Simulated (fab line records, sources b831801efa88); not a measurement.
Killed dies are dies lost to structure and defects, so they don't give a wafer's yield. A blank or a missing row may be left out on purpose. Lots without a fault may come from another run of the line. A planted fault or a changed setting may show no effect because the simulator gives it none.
Which tool did it? | flow gf180mcu | 24 lots, 72 wafers sampled, at 6 steps of a route of 602

WHAT THE GAUGES READ, wafer by wafer
The record holds no reading of a measuring or inspecting step that can be judged against a usual standard deviation.

WHICH TOOL RAN EACH LOT (tool, then ch and the chambers of the sampled wafers, then the start)
lot  | GF_V1_ETCH_16                      | GF_V1_ETCH_17                                 | GF_V1_STRIP_18                       | GF_V2_STRIP_18                       | GF_V2_SPUTTER_21             | GF_M4_SPUTTER_03
L074 | rie_diel-02 ch 1,2,3, day 18 13:55 | rie_diel-02 ch 1,2,3, day 18 14:03 or earlier | plasma_asher-04 ch 0,1, day 18 14:03 | plasma_asher-02 ch 0,1, day 20 17:59 | pvd_sputter-02, day 20 18:32 | pvd_sputter-04, day 22 21:18
L075 | rie_diel-02 ch 0,1,3, day 18 20:52 | rie_diel-02 ch 0,1,3, day 18 21:00 or earlier | plasma_asher-04 ch 0, day 18 21:00   | plasma_asher-01 ch 0,1, day 20 23:49 | pvd_sputter-01, day 21 00:22 | pvd_sputter-02, day 23 04:11
L076 | rie_diel-03 ch 0,2,3, day 19 02:14 | rie_diel-03 ch 0,2,3, day 19 02:22 or earlier | plasma_asher-04 ch 0,1, day 19 02:22 | plasma_asher-02 ch 0,1, day 21 06:26 | pvd_sputter-01, day 21 06:58 | pvd_sputter-02, day 23 10:40
L077 | rie_diel-02 ch 0,1,3, day 19 22:21 | rie_diel-02 ch 0,1,3, day 19 22:29 or earlier | plasma_asher-01 ch 0,1, day 19 22:29 | plasma_asher-03 ch 0,1, day 22 00:49 | pvd_sputter-01, day 22 01:21 | pvd_sputter-03, day 24 04:34
L078 | rie_diel-03 ch 1,2, day 20 09:14   | rie_diel-03 ch 1,2, day 20 09:22 or earlier   | plasma_asher-04 ch 0,1, day 20 09:22 | plasma_asher-02 ch 0,1, day 22 12:28 | pvd_sputter-01, day 22 13:02 | pvd_sputter-02, day 25 03:11
L079 | rie_diel-04 ch 1,2,3, day 20 21:07 | rie_diel-04 ch 1,2,3, day 20 21:14 or earlier | plasma_asher-04 ch 0,1, day 20 21:14 | plasma_asher-02 ch 0,1, day 22 23:52 | pvd_sputter-02, day 23 00:26 | pvd_sputter-03, day 25 05:17
L080 | rie_diel-02 ch 0,3, day 21 05:57   | rie_diel-02 ch 0,3, day 21 06:07 or earlier   | plasma_asher-04 ch 0,1, day 21 06:07 | plasma_asher-03 ch 0,1, day 23 07:55 | pvd_sputter-01, day 23 08:25 | pvd_sputter-03, day 25 08:22
L081 | rie_diel-04 ch 0,1,3, day 21 18:35 | rie_diel-04 ch 0,1,3, day 21 18:43 or earlier | plasma_asher-04 ch 0,1, day 21 18:43 | plasma_asher-02 ch 0,1, day 23 19:37 | pvd_sputter-02, day 23 20:09 | pvd_sputter-02, day 25 19:49
L082 | rie_diel-03 ch 1,2,3, day 21 18:49 | rie_diel-03 ch 1,2,3, day 21 18:56 or earlier | plasma_asher-03 ch 0,1, day 21 18:56 | plasma_asher-03 ch 0,1, day 23 19:47 | pvd_sputter-03, day 23 20:19 | pvd_sputter-02, day 25 23:10
L083 | rie_diel-04 ch 0,2,3, day 22 00:33 | rie_diel-04 ch 0,2,3, day 22 00:43 or earlier | plasma_asher-04 ch 0,1, day 22 00:43 | plasma_asher-02 ch 0,1, day 24 01:43 | pvd_sputter-01, day 24 02:13 | pvd_sputter-03, day 26 01:02
L084 | rie_diel-02 ch 0,2,3, day 22 17:14 | rie_diel-02 ch 0,2,3, day 22 17:22 or earlier | plasma_asher-03 ch 0,1, day 22 17:22 | plasma_asher-01 ch 0,1, day 25 01:55 | pvd_sputter-02, day 25 02:27 | pvd_sputter-03, day 27 01:28
L085 | rie_diel-02 ch 0,1,3, day 22 21:53 | rie_diel-02 ch 0,1,3, day 22 22:01 or earlier | plasma_asher-04 ch 0,1, day 22 22:01 | plasma_asher-01 ch 0,1, day 25 02:16 | pvd_sputter-02, day 25 02:48 | pvd_sputter-04, day 27 01:50
L086 | rie_diel-04 ch 1,3, day 23 06:48   | rie_diel-04 ch 1,3, day 23 06:56 or earlier   | plasma_asher-03 ch 0,1, day 23 06:56 | plasma_asher-01 ch 0,1, day 25 06:23 | pvd_sputter-03, day 25 06:55 | pvd_sputter-03, day 27 08:00
L087 | rie_diel-02 ch 0,3, day 23 13:50   | rie_diel-02 ch 0,3, day 23 13:58 or earlier   | plasma_asher-01 ch 0,1, day 23 13:58 | plasma_asher-01 ch 1, day 25 11:32   | pvd_sputter-01, day 25 12:04 | pvd_sputter-04, day 27 10:19
L088 | rie_diel-02 ch 0,1,2, day 23 23:17 | rie_diel-02 ch 0,1,2, day 23 23:25 or earlier | plasma_asher-01 ch 0,1, day 23 23:25 | plasma_asher-02 ch 0, day 25 23:20   | pvd_sputter-01, day 25 23:53 | pvd_sputter-04, day 27 21:00
L089 | rie_diel-03 ch 2,3, day 24 05:32   | rie_diel-03 ch 2,3, day 24 05:40 or earlier   | plasma_asher-01 ch 0,1, day 24 05:40 | plasma_asher-01 ch 0, day 26 04:59   | pvd_sputter-03, day 26 05:33 | pvd_sputter-04, day 28 03:33
L090 | rie_diel-03 ch 0,3, day 25 00:42   | rie_diel-03 ch 0,3, day 25 00:52 or earlier   | plasma_asher-03 ch 0,1, day 25 00:52 | plasma_asher-01 ch 0,1, day 26 22:39 | pvd_sputter-01, day 26 23:09 | pvd_sputter-04, day 28 19:26
L091 | rie_diel-02 ch 0,3, day 25 01:40   | rie_diel-02 ch 0,3, day 25 01:47 or earlier   | plasma_asher-03 ch 0,1, day 25 01:47 | plasma_asher-02 ch 0,1, day 26 23:19 | pvd_sputter-03, day 26 23:56 | pvd_sputter-03, day 28 21:23
L092 | rie_diel-03 ch 0,1,2, day 25 05:11 | rie_diel-03 ch 0,1,2, day 25 05:19 or earlier | plasma_asher-04 ch 0,1, day 25 05:19 | plasma_asher-01 ch 0,1, day 27 01:58 | pvd_sputter-03, day 27 02:30 | pvd_sputter-04, day 28 23:53
L093 | rie_diel-04 ch 0,1, day 25 10:32   | rie_diel-04 ch 0,1, day 25 10:40 or earlier   | plasma_asher-01 ch 0, day 25 10:40   | plasma_asher-03 ch 0,1, day 27 07:26 | pvd_sputter-02, day 27 07:58 | pvd_sputter-04, day 29 04:30
L094 | rie_diel-03 ch 0,1,2, day 25 22:22 | rie_diel-03 ch 0,1,2, day 25 22:32 or earlier | plasma_asher-01 ch 0,1, day 25 22:32 | plasma_asher-02 ch 0,1, day 27 18:55 | pvd_sputter-01, day 27 19:45 | pvd_sputter-03, day 29 14:59
L095 | rie_diel-03 ch 0,2, day 26 03:47   | rie_diel-03 ch 0,2, day 26 03:55 or earlier   | plasma_asher-03 ch 0,1, day 26 03:55 | plasma_asher-02 ch 0,1, day 28 00:19 | pvd_sputter-01, day 28 01:11 | pvd_sputter-04, day 29 20:10
L096 | rie_diel-03 ch 0,1,3, day 26 23:04 | rie_diel-03 ch 0,1,3, day 26 23:11 or earlier | plasma_asher-01 ch 0,1, day 26 23:11 | plasma_asher-01 ch 0,1, day 28 19:26 | pvd_sputter-01, day 28 19:58 | pvd_sputter-03, day 30 13:39
L097 | rie_diel-02 ch 1,2,3, day 27 00:40 | rie_diel-02 ch 1,2,3, day 27 00:47 or earlier | plasma_asher-04 ch 0,1, day 27 00:47 | plasma_asher-01 ch 0,1, day 28 20:44 | pvd_sputter-01, day 28 21:17 | pvd_sputter-03, day 30 15:45
- GF_V1_ETCH_16: etches BARC in N2/H2.
- GF_V1_ETCH_17: etches SiO2 in C4F8/O2/Ar, stops on TiN, target depth 630 nm.
- GF_V1_STRIP_18: strips in O2/N2.
- GF_V2_STRIP_18: strips in O2/N2.
- GF_V2_SPUTTER_21: material Ti, target thk 15 nm, time 80.02 s.
- GF_M4_SPUTTER_03: material Ti, target thk 10 nm, time 6.7 s.

WHAT THE TOOLS THEMSELVES READ (means of the sampled wafers that have a number; where no wafer has one, the mark that the record gives instead)
GF_V1_ETCH_16. Usual: drypump_motor_current_A 5.7 A, standard deviation 0.54; oes_product_au 0.854 a.u., standard deviation 0.0046; throttle_valve_pct 13.225 %, standard deviation 0.0099.
lot  | tool        | drypump_motor_current_A (A) | oes_product_au (a.u.) | throttle_valve_pct (%) | flag
L074 | rie_diel-02 | 5.2                         | 0.857                 | 13.224                 |
L075 | rie_diel-02 | 5.5                         | 0.854                 | 13.228                 |
L076 | rie_diel-03 | 5.9                         | 0.852                 | 13.222                 |
L077 | rie_diel-02 | 5.5                         | 0.851                 | 13.220                 |
L078 | rie_diel-03 | 6.0                         | 0.856                 | 13.231                 |
L079 | rie_diel-04 | 6.1                         | 0.853                 | 13.236                 |
L080 | rie_diel-02 | 5.9                         | 0.849                 | 13.221                 |
L081 | rie_diel-04 | 5.6                         | 0.860                 | 13.237                 |
L082 | rie_diel-03 | 6.1                         | 0.854                 | 13.225                 |
L083 | rie_diel-04 | 5.5                         | 0.852                 | 13.222                 |
L084 | rie_diel-02 | 5.7                         | 0.853                 | 13.222                 |
L085 | rie_diel-02 | 5.5                         | 0.858                 | 13.219                 |
L086 | rie_diel-04 | 6.1                         | 0.849                 | 13.210                 |
L087 | rie_diel-02 | 5.9                         | 0.855                 | 13.221                 |
L088 | rie_diel-02 | 5.5                         | 0.858                 | 13.223                 |
L089 | rie_diel-03 | 6.4                         | 0.860                 | 13.226                 |
L090 | rie_diel-03 | 5.7                         | 0.852                 | 13.221                 |
L091 | rie_diel-02 | 5.9                         | 0.852                 | 13.229                 |
L092 | rie_diel-03 | 5.8                         | 0.854                 | 13.223                 |
L093 | rie_diel-04 | 5.9                         | 0.850                 | 13.227                 |
L094 | rie_diel-03 | 5.8                         | 0.855                 | 13.224                 |
L095 | rie_diel-03 | 5.7                         | 0.856                 | 13.223                 |
L096 | rie_diel-03 | 5.6                         | 0.854                 | 13.235                 |
L097 | rie_diel-02 | 5.2                         | 0.858                 | 13.223                 |

GF_V1_ETCH_17. Usual: oes_product_au 0.855 a.u., standard deviation 0.0043.
lot  | tool        | oes_product_au (a.u.) | flag
L074 | rie_diel-02 | 0.853                 |
L075 | rie_diel-02 | 0.853                 |
L076 | rie_diel-03 | 0.858                 |
L077 | rie_diel-02 | 0.856                 |
L078 | rie_diel-03 | 0.855                 |
L079 | rie_diel-04 | 0.855                 |
L080 | rie_diel-02 | 0.853                 |
L081 | rie_diel-04 | 0.855                 |
L082 | rie_diel-03 | 0.855                 |
L083 | rie_diel-04 | 0.852                 |
L084 | rie_diel-02 | 0.859                 |
L085 | rie_diel-02 | 0.858                 |
L086 | rie_diel-04 | 0.854                 |
L087 | rie_diel-02 | 0.857                 |
L088 | rie_diel-02 | 0.860                 |
L089 | rie_diel-03 | 0.857                 |
L090 | rie_diel-03 | 0.855                 |
L091 | rie_diel-02 | 0.855                 |
L092 | rie_diel-03 | 0.852                 |
L093 | rie_diel-04 | 0.858                 |
L094 | rie_diel-03 | 0.858                 |
L095 | rie_diel-03 | 0.857                 |
L096 | rie_diel-03 | 0.856                 |
L097 | rie_diel-02 | 0.859                 |

GF_V1_STRIP_18. Usual: drypump_motor_current_A 5.6 A, standard deviation 0.53; heater_power_w 328 W, standard deviation 36; oes_product_au 0.594 a.u., standard deviation 0.0047.
lot  | tool            | drypump_motor_current_A (A) | heater_power_w (W) | oes_product_au (a.u.) | flag
L074 | plasma_asher-04 | 5.6                         | 331                | 0.594                 |
L075 | plasma_asher-04 | 4.9                         | 390                | 0.595                 |
L076 | plasma_asher-04 | 5.6                         | 328                | 0.597                 |
L077 | plasma_asher-01 | 5.5                         | 336                | 0.589                 |
L078 | plasma_asher-04 | 5.2                         | 356                | 0.595                 |
L079 | plasma_asher-04 | 5.3                         | 359                | 0.593                 |
L080 | plasma_asher-04 | 5.2                         | 356                | 0.593                 |
L081 | plasma_asher-04 | 5.2                         | 357                | 0.598                 |
L082 | plasma_asher-03 | 6.3                         | 291                | 0.599                 |
L083 | plasma_asher-04 | 5.6                         | 326                | 0.600                 |
L084 | plasma_asher-03 | 6.0                         | 303                | 0.592                 |
L085 | plasma_asher-04 | 5.2                         | 352                | 0.596                 |
L086 | plasma_asher-03 | 6.0                         | 304                | 0.595                 |
L087 | plasma_asher-01 | 5.4                         | 325                | 0.594                 |
L088 | plasma_asher-01 | 5.5                         | 334                | 0.590                 |
L089 | plasma_asher-01 | 5.5                         | 336                | 0.592                 |
L090 | plasma_asher-03 | 6.0                         | 301                | 0.589                 |
L091 | plasma_asher-03 | 6.3                         | 290                | 0.591                 |
L092 | plasma_asher-04 | 5.6                         | 331                | 0.590                 |
L093 | plasma_asher-01 | 5.2                         | 320                | 0.595                 |
L094 | plasma_asher-01 | 5.4                         | 326                | 0.597                 |
L095 | plasma_asher-03 | 6.1                         | 304                | 0.591                 |
L096 | plasma_asher-01 | 5.4                         | 329                | 0.596                 |
L097 | plasma_asher-04 | 5.2                         | 357                | 0.590                 |

GF_V2_STRIP_18. Usual: drypump_motor_current_A 5.8 A, standard deviation 0.41; heater_power_w 338 W, standard deviation 49; oes_product_au 0.593 a.u., standard deviation 0.0051.
lot  | tool            | drypump_motor_current_A (A) | heater_power_w (W) | oes_product_au (a.u.) | flag
L074 | plasma_asher-02 | 5.9                         | 384                | 0.589                 |
L075 | plasma_asher-01 | 5.4                         | 322                | 0.594                 |
L076 | plasma_asher-02 | 5.9                         | 384                | 0.596                 |
L077 | plasma_asher-03 | 6.0                         | 306                | 0.591                 |
L078 | plasma_asher-02 | 5.9                         | 380                | 0.602                 |
L079 | plasma_asher-02 | 6.0                         | 340                | 0.597                 |
L080 | plasma_asher-03 | 6.0                         | 302                | 0.594                 |
L081 | plasma_asher-02 | 5.9                         | 386                | 0.593                 |
L082 | plasma_asher-03 | 6.0                         | 304                | 0.594                 |
L083 | plasma_asher-02 | 6.1                         | 344                | 0.592                 |
L084 | plasma_asher-01 | 5.5                         | 328                | 0.585                 |
L085 | plasma_asher-01 | 5.5                         | 328                | 0.595                 |
L086 | plasma_asher-01 | 5.4                         | 325                | 0.593                 |
L087 | plasma_asher-01 | 5.7                         | 338                | 0.589                 |
L088 | plasma_asher-02 | 5.8                         | 428                | 0.593                 |
L089 | plasma_asher-01 | 5.2                         | 322                | 0.591                 |
L090 | plasma_asher-01 | 5.4                         | 319                | 0.591                 |
L091 | plasma_asher-02 | 5.9                         | 385                | 0.590                 |
L092 | plasma_asher-01 | 5.4                         | 321                | 0.596                 |
L093 | plasma_asher-03 | 6.1                         | 307                | 0.594                 |
L094 | plasma_asher-02 | 5.9                         | 381                | 0.589                 |
L095 | plasma_asher-02 | 5.9                         | 382                | 0.591                 |
L096 | plasma_asher-01 | 5.5                         | 333                | 0.592                 |
L097 | plasma_asher-01 | 5.4                         | 326                | 0.592                 |

GF_V2_SPUTTER_21. Usual: throttle_valve_pct 29.6 %, standard deviation 1.3.
lot  | tool           | throttle_valve_pct (%) | flag
L074 | pvd_sputter-02 | 29.6                   |
L075 | pvd_sputter-01 | 30.3                   |
L076 | pvd_sputter-01 | 29.1                   |
L077 | pvd_sputter-01 | 28.5                   |
L078 | pvd_sputter-01 | 29.3                   |
L079 | pvd_sputter-02 | 30.1                   |
L080 | pvd_sputter-01 | 29.9                   |
L081 | pvd_sputter-02 | 29.3                   |
L082 | pvd_sputter-03 | 30.7                   |
L083 | pvd_sputter-01 | 29.3                   |
L084 | pvd_sputter-02 | 30.1                   |
L085 | pvd_sputter-02 | 29.3                   |
L086 | pvd_sputter-03 | 30.6                   |
L087 | pvd_sputter-01 | 30.9                   |
L088 | pvd_sputter-01 | 29.0                   |
L089 | pvd_sputter-03 | 30.9                   |
L090 | pvd_sputter-01 | 29.8                   |
L091 | pvd_sputter-03 | 30.9                   |
L092 | pvd_sputter-03 | 30.7                   |
L093 | pvd_sputter-02 | 30.2                   |
L094 | pvd_sputter-01 | 30.9                   |
L095 | pvd_sputter-01 | 29.7                   |
L096 | pvd_sputter-01 | 28.4                   |
L097 | pvd_sputter-01 | 29.2                   |

GF_M4_SPUTTER_03. Usual: throttle_valve_pct 30.4 %, standard deviation 1.1.
lot  | tool           | throttle_valve_pct (%) | flag
L074 | pvd_sputter-04 | 30.5                   |
L075 | pvd_sputter-02 | 29.2                   |
L076 | pvd_sputter-02 | 29.5                   |
L077 | pvd_sputter-03 | 30.7                   |
L078 | pvd_sputter-02 | 29.8                   |
L079 | pvd_sputter-03 | 30.6                   |
L080 | pvd_sputter-03 | 31.0                   |
L081 | pvd_sputter-02 | 29.8                   |
L082 | pvd_sputter-02 | 30.1                   |
L083 | pvd_sputter-03 | 30.5                   |
L084 | pvd_sputter-03 | 30.9                   |
L085 | pvd_sputter-04 | 30.7                   |
L086 | pvd_sputter-03 | 30.5                   |
L087 | pvd_sputter-04 | 30.1                   |
L088 | pvd_sputter-04 | 30.4                   |
L089 | pvd_sputter-04 | 29.8                   |
L090 | pvd_sputter-04 | 30.6                   |
L091 | pvd_sputter-03 | 30.9                   |
L092 | pvd_sputter-04 | 29.3                   |
L093 | pvd_sputter-04 | 30.1                   |
L094 | pvd_sputter-03 | 30.9                   |
L095 | pvd_sputter-04 | 29.4                   |
L096 | pvd_sputter-03 | 30.9                   |
L097 | pvd_sputter-03 | 30.9                   |

THE ANSWER, worked out from the rows above alone
Rule: a lot is off if the mean of its wafers that have a number lies more than 3 standard deviations from the usual mean. A lot without any number at a reading at which 4 lots or more have one is off too. The other lots that the step has rows for count as sound. The gauges are gone through in route order, then the tools' own readings, and for those a lot's mean is taken as printed above. The first step at which some lot is off is used, and at that step the reading that is off furthest; a lot without a number counts as furthest.
No lot is off at any reading shown: from this, nothing can be told.

WHAT THE SIMULATOR HAD PUT IN
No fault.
